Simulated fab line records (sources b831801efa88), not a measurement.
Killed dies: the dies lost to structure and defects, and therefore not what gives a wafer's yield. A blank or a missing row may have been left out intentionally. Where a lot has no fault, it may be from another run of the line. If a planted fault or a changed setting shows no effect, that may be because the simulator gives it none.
A struck lot beside a sound one || flow gf180mcu || 20 steps out of a route of 602
Sound: wafers L957.2, L957.3, L957.4. Struck: wafers L960.1, L960.2, L960.5. The cause is named last.
Order at every step that has rows: each side's tool, ch and its chambers, its first start. Under that, the readings that differ: sound wafers || struck wafers || difference of the means || sigmas: that difference in standard deviations of wafers without a fault.
alike: same words and numbers on both sides, and readings whose means sit less than 2 such deviations apart. not compared: any withheld reading, any reading some wafer has no value for, any bound like >300 that may hide the same value, and any number with overlapping values for which the record gives no deviation.
A row with sigmas, a row that says differs or no value, or rows on one side alone: a step with any of these is where the two part. Numbers that don't overlap but have no deviation are shown without sigmas and don't part them. A reading that every wafer of one side lacks parts them only if that side has two wafers or more.

first, 1 step without rows for these wafers: GF_V4_CVD_00 (deposits SiO2, target thk 600 nm, time 100 s).
GF_V4_THK_MEAS_01:
  sound on film_metro-04, day 27 21:38; struck on film_metro-01, day 28 07:19
  alike: V4_CVD_00_THK
GF_V4_CVD_02: deposits SiO2 from TEOS, target thk 850 nm, time 94.851 s.
  sound on pecvd-02 ch 1,2, day 27 21:41; struck on pecvd-02 ch 0,2, day 28 07:22
  alike: heater_power_w
GF_V4_THK_MEAS_03:
  sound on film_metro-04, day 27 21:46; struck on film_metro-02, day 28 07:26
  alike: V4_CVD_02_THK
GF_V4_CMP_04: polishes SiO2.
  sound on cmp-02 ch 0,2,3, day 27 21:49; struck on cmp-01 ch 0,2, day 28 07:33
  alike: motor_current_A, time_to_endpoint_s
GF_V4_BOW_MEAS_05:
  sound on film_metro-02, day 27 22:08; struck on film_metro-04, day 28 07:48
{"reading": "V4_BOW (um)", "sound": "158 148 154", "struck": "134 134 133", "difference": -20, "sigmas": -2}
then, 6 steps without rows for these wafers: GF_V4_DEHYDRATE_06 (time 60 s); GF_V4_HMDS_07 (prime time 60 s); GF_V4_COAT_08; GF_V4_COAT_09 (resist thk 1000 nm); GF_V4_SOFTBAKE_10 (time 60 s); GF_V4_EXPOSE_11 (exposes mask Via4, target cd 260 nm).
GF_V4_PEB_12: peb time 90 s.
  sound on litho_track-04 ch 0, day 28 17:20; struck on litho_track-04 ch 0, day 29 02:15
{"reading": "heater_power_total_W (W)", "sound": "85.81 85.80 85.64", "struck": "89.09 89.06 89.10", "difference": "+3.33", "sigmas": "+39"}
{"reading": "plate_temp_C (C)", "sound": "135.11 135.02 135.07", "struck": "138.92 139.12 138.92", "difference": "+3.92", "sigmas": "+28"}
  alike: exhaust_pa
then, 1 step without rows for these wafers: GF_V4_DEVELOP_13 (develop time 60 s).
GF_V4_CD_MEAS_14 targets a cd of 260 nm.
  sound on cd_sem-01, day 28 17:40; struck on cd_sem-02, day 29 02:36
{"reading": "cd_nm (nm)", "sound": "260.2 258.9 259.1", "struck": "270.5 271.1 270.2", "difference": "+11.2", "sigmas": "+10"}
GF_V4_OVL_MEAS_15:
  sound on overlay-02, day 28 17:46; struck on overlay-01, day 29 02:43
  alike: V4_OVL
GF_V4_ETCH_16: etches BARC in N2/H2.
  sound on rie_diel-01 ch 1,2,3, day 28 17:48; struck on rie_diel-02 ch 0,1,3, day 29 02:45
{"reading": "model.V4.cd_nm (nm)", "sound": "259.3 259.2 259.8", "struck": "270.5 271 270.6", "difference": "+11.3", "sigmas": ""}
  alike: chamber_pressure_mTorr, drypump_motor_current_A, h2_flow_sccm, oes_product_au, throttle_valve_pct
GF_V4_ETCH_17: etches SiO2 in C4F8/O2/Ar, stops on TiN, target depth 630 nm.
  sound: rie_diel-01 ch 1,2,3; struck: rie_diel-02 ch 0,1,3
{"reading": "model.V4.cd_nm (nm)", "sound": "259.4 259.4 259.7", "struck": "270.7 270.9 270.8", "difference": "+11.3", "sigmas": ""}
  alike: chamber_pressure_mTorr, oes_product_au
GF_V4_STRIP_18: strips in O2/N2.
  sound on plasma_asher-03 ch 0,1, day 28 17:56; struck on plasma_asher-01 ch 0,1, day 29 02:53
  alike: chamber_pressure_mTorr, drypump_motor_current_A, heater_power_w, oes_product_au
  not compared: rf_hours_counter_h
GF_PASSIVATION_PROBE_99:
  sound wafers here have rows in the record (prober-01, day 32 19:16); struck ones have none

WHERE THEY PART
Last at GF_PASSIVATION_PROBE_99 as far as this record goes, first at GF_V4_BOW_MEAS_05.

WHY: whatever the simulator had introduced
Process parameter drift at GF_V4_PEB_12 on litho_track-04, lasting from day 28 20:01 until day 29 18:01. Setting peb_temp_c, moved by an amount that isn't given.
